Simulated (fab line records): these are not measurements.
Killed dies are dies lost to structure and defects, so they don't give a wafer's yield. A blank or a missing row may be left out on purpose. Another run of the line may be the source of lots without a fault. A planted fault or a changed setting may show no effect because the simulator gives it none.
Lot-split experiment -- flow sfq line -- 23 wafers read from 5 lots, route of 325 steps

THE SPLIT ITSELF
At SFQ_TRILAYER_I7_VIA_LITHO_COAT_192 (resist thk 62 nm), the setting resist thk nm was moved away from the recipe's 62 nm on 5 of the 23 wafers read, by -5.9% to -2.7%. This setting was run at the recipe's value on the other wafers.

The reading comes from the split's own step.

THE READING
BARC_of_TRILAYER_I7_VIA_LITHO_COAT_192.thk nm (the simulator's own value, which no gauge read), in nm, at SFQ_TRILAYER_I7_VIA_LITHO_COAT_192 (resist thk 62 nm). No usual value for it is given in the file. Across the 18 wafers here that went through the recipe, the average is 62.09 nm and the standard deviation 0.21 nm.

wafer,"tool, chamber at the split","resist thk nm as run, nm",against the recipe,"BARC_of_TRILAYER_I7_VIA_LITHO_COAT_192.thk nm, nm",against lot-mates on the recipe
L074.1,"litho track-01, 0",60.33,-2.7%,60.18,-1.62
L074.2,"litho track-01, 0",62,recipe,61.74,-
L074.3,"litho track-01, 0",62,recipe,61.85,-
L074.4,"litho track-01, 0",60.33,-2.7%,60.29,-1.51
L074.6,"litho track-01, 0",60.33,-2.7%,60.26,-1.54
L076.1,"litho track-04, 0",58.32,-5.9%,58.47,-3.71
L076.2,"litho track-04, 0",62,recipe,62.31,-
L076.3,"litho track-04, 0",62,recipe,62.09,-
L076.5,"litho track-04, 0",58.32,-5.9%,58.46,-3.72
L076.6,"litho track-04, 0",62,recipe,62.14,-
L080.1,"litho track-03, 0",62,recipe,62.26,-
L080.2,"litho track-03, 0",62,recipe,62.32,-
L080.3,"litho track-03, 0",62,recipe,62.1,-
L080.4,"litho track-03, 0",62,recipe,62.22,-
L080.5,"litho track-03, 0",62,recipe,62.25,-
L081.1,"litho track-04, 0",62,recipe,62.24,-
L081.2,"litho track-04, 0",62,recipe,62.32,-
L081.4,"litho track-04, 0",62,recipe,62.09,-
L081.5,"litho track-04, 0",62,recipe,62.26,-
L081.6,"litho track-04, 0",62,recipe,62.17,-
L082.1,"litho track-03, 0",62,recipe,61.75,-
L082.2,"litho track-03, 0",62,recipe,61.74,-
L082.4,"litho track-03, 0",62,recipe,61.79,-

THE FIT
A straight line over all 23 wafers: BARC_of_TRILAYER_I7_VIA_LITHO_COAT_192.thk nm changes by +0.626 nm for each +1% of resist thk nm; r = +0.99; the points scatter about the line by 0.21 nm.
The same after taking each lot's own level away (the mean of its wafers on the recipe; 23 wafers): +0.616 nm for each +1%; r = +1.00; scatter 0.081 nm.
Per that fit: largest resist thk nm move, reading shift of 3.7 nm.
Measured against the standard deviation above, the lots' own levels, which go from 61.760 to 62.230 nm, span 2.2 times it.
Hence the lot-to-lot level has little effect on the slope; both slopes agree.
Check: with one of the wafers moved furthest among these (-5.9%) left out of the fit, the line predicts -3.61 nm for it against its lot-mates. It came out at -3.71 nm against them.

OTHER SPLITS APPLIED TO THESE WAFERS
Before the reading, these wafers also passed through other splits. Each is held against what the fit with the lots' levels taken away leaves over:
other split on the same wafers,wafers away from the commonest value,r with BARC_of_TRILAYER_I7_VIA_LITHO_COAT_192.thk nm (lot level and that fit taken away)
SFQ_TRILAYER_I6_VIA_BARC_OPEN_VIA_ETCH_235 time s,5,+0.38
SFQ_TRILAYER_M7_DEP_SPUTTER_175 power w,9,-0.03
SFQ_TRILAYER_M7_LITHO_COAT_182 resist thk nm,6,-0.17

THE FILE'S OWN FIT
BARC_of_TRILAYER_I7_VIA_LITHO_COAT_192.thk nm changes by +0.617 nm for each +1% of resist thk nm, r = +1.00.
